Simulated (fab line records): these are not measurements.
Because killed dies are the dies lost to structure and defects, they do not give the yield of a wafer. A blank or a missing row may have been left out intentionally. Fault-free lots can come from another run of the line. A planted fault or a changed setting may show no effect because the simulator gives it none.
The same fault as seen by 2 desks ; flow sky130 ; what lay behind the numbers comes last; until then each desk has only its own

## AT THE TOOL OWNER'S DESK: rie-metal-01
The tool's own readings at SKY_METAL5_METAL_ETCH_15 (etches the open film in Cl2/BCl3, stops on SiO2, target depth 1260 nm, time 252 s): means of the sampled wafers that have a number, for each lot that ran on this tool. A lot is out of limits, marked OUT, if its mean lies more than 4 standard deviations from the usual mean; the brackets give that distance.
Columns: A = bcl3-flow-sccm at SKY_METAL5_METAL_ETCH_15, usual 29.99 sccm; B = chamber-pressure-mTorr at SKY_METAL5_METAL_ETCH_15, usual 9.999 mTorr; C = drypump-motor-current-A at SKY_METAL5_METAL_ETCH_15, usual 5.71 A; D = oes-product-au at SKY_METAL5_METAL_ETCH_15, usual 0.894 a.u.; E = run-length-s at SKY_METAL5_METAL_ETCH_15, usual 280.1 s; F = throttle-valve-pct at SKY_METAL5_METAL_ETCH_15, usual 22.265 %
lot;first seen here;A;B;C;D;E;F
L102;day 44 08:41;29.98;10.009;5.66;0.896;282.7;22.271
L104;day 44 20:13;30.02;9.990;5.59;0.894;279.5;22.263
L113;day 48 12:09;29.99;9.998;5.63;0.945 (+11) OUT;268.1 (-18) OUT;22.254
L115;day 48 16:44;29.94;10.005;5.63;0.948 (+11) OUT;268.0 (-18) OUT;22.266
This desk's verdict: out of limits on L113, L115, starting with L113 at day 48 12:09 (oes-product-au at SKY_METAL5_METAL_ETCH_15). Within limits: L102, L104.

## THE METROLOGY DESK
Lot by lot, what the gauges showed, no matter which tool ran the lot: averages of those sampled wafers that carry a number. A lot is out of limits, marked OUT, if its mean lies more than 4 standard deviations from the usual mean; the brackets give that distance.
Columns: A = METAL3_OVL at SKY_METAL3_OVL_MEAS_14, usual 1 nm; B = VIA3_BOW at SKY_VIA3_BOW_MEAS_03, usual 79 um
lot;first seen here;A;B
L101;day 38 14:20;-3;73
L102;day 39 05:02;-5;72
L103;day 39 12:44;0;79
L104;day 39 14:25;-5;80
L106;day 40 10:46;-4;87
L113;day 43 23:25;4;71
L115;day 44 04:46;0;83
L117;day 44 15:16;7;77
L118;day 44 16:54;-4;72
L120;day 45 03:00;7;91
This desk's verdict: no lot among the 10 shows anything out of limits.

## ALL TOGETHER
The tool owner's desk had the chance to raise an alarm at day 48 12:09 on L113, L115.
At the metrology desk, nothing out of limits was observed.
The metrology desk has L113, L115 on record, within its limits.
The lots listed all ran SKY_METAL5_METAL_ETCH_15 on rie-metal-01.

## WHAT THE SIMULATOR PUT IN
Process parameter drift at SKY_METAL5_METAL_ETCH_15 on rie-metal-01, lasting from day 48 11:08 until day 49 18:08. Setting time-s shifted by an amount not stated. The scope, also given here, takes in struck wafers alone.
Shown lots that were struck: L113, L115.
Time in hours from fault onset to the first out-of-limits reading at each desk: the tool owner's desk, 1.
